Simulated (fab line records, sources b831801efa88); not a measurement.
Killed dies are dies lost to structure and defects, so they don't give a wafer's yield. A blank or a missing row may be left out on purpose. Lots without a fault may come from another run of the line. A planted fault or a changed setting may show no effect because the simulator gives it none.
Problem report in the 8D (eight disciplines) form, filled by code | flow gf180mcu | the parts of the form that need people (team, actions taken, sign-off) are left out

1. THE PROBLEM
V4_OVL at GF_V4_OVL_MEAS_15 reads a mean of 37 nm on 6 wafers of 2 lots; wafers without a fault read 0 nm with a standard deviation of 5.7. That is +6.4 standard deviations from the usual mean.
First seen on wafer L192.3, day 29 02:38, on overlay-02. The record holds 33 wafers of 11 lots with a number at this step. Rule for "out", or "out of limits": more than 4 standard deviations from the usual mean. The other wafers with a number count as sound.

2. WHAT IT IS AND WHAT IT IS NOT
question                    | is                     | is not
which readings at this step | V4_OVL                 | -
which lots                  | L192, L193             | L177, L179, L180, L181, L184, L185, L190, L198, L199
which wafers of those lots  | all that have a number | -
read on which gauges        | overlay-02             | overlay-01
when                        | from day 29 02:38      | up to then (21 sound wafers); but 6 sound wafers of L198, L199 came after

3. SUSPECTS, AND WHAT RULES EACH OUT
Counting: a tool at a process step up to the reading stays a suspect if it ran every lot that is out and no sound lot after the first of them.
- the gauge at GF_V4_OVL_MEAS_15: kept. All the wafers that are out were read on overlay-02, and no step on other tools shows them out.
- plasma_asher-01 at GF_M4_STRIP_17 (strips in O2/N2): kept. It ran every lot that is out, first L192 (day 28 06:29), and no sound lot after that; its last sound lot up to then is L180 (day 24 18:07).
- krf_scanner-02 at GF_V4_EXPOSE_11 (exposes mask Via4, target cd 260 nm): kept. It ran every lot that is out, first L192 (day 28 16:59), and no sound lot after that; its last sound lot up to then is L184 (day 26 11:03).
Left after counting: plasma_asher-01 at GF_M4_STRIP_17, krf_scanner-02 at GF_V4_EXPOSE_11, overlay-02 at GF_V4_OVL_MEAS_15.

4. THE CAUSE (what the simulator had put in)
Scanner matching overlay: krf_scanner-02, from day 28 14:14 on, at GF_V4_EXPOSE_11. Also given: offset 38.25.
Counting left 3 suspects, and this tool is among them.

5. THE CHAIN OF EFFECTS, in route order
Each row: a reading whose mean over the struck wafers that have a number lies more than 3 standard deviations from the usual. Only readings for which the record gives a usual standard deviation are gone through. hours: the time from each lot's start at the first step in this table that gives one to its start at this step, as a median over the lots. sigmas: the change in usual standard deviations.
hours | step              | reading | usual | on struck wafers | change | sigmas
0     | GF_V4_OVL_MEAS_15 | V4_OVL  | 0 nm  | 37               | +37    | +6.4

6. WHAT WOULD HAVE CAUGHT IT SOONER
In this record the first reading out of limits at a measuring or inspecting step was taken at day 29 02:38, 12 hours after the fault began at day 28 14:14.
Of the tool readings at GF_V4_EXPOSE_11 for which the record gives a usual standard deviation, none was out on any struck wafer, so an alarm limit of 4 standard deviations on them would not have fired.
Of the lots that are out (2), L193 began GF_V4_EXPOSE_11 on krf_scanner-02 after day 29 02:38. A hold on the tool at that time would have spared it.
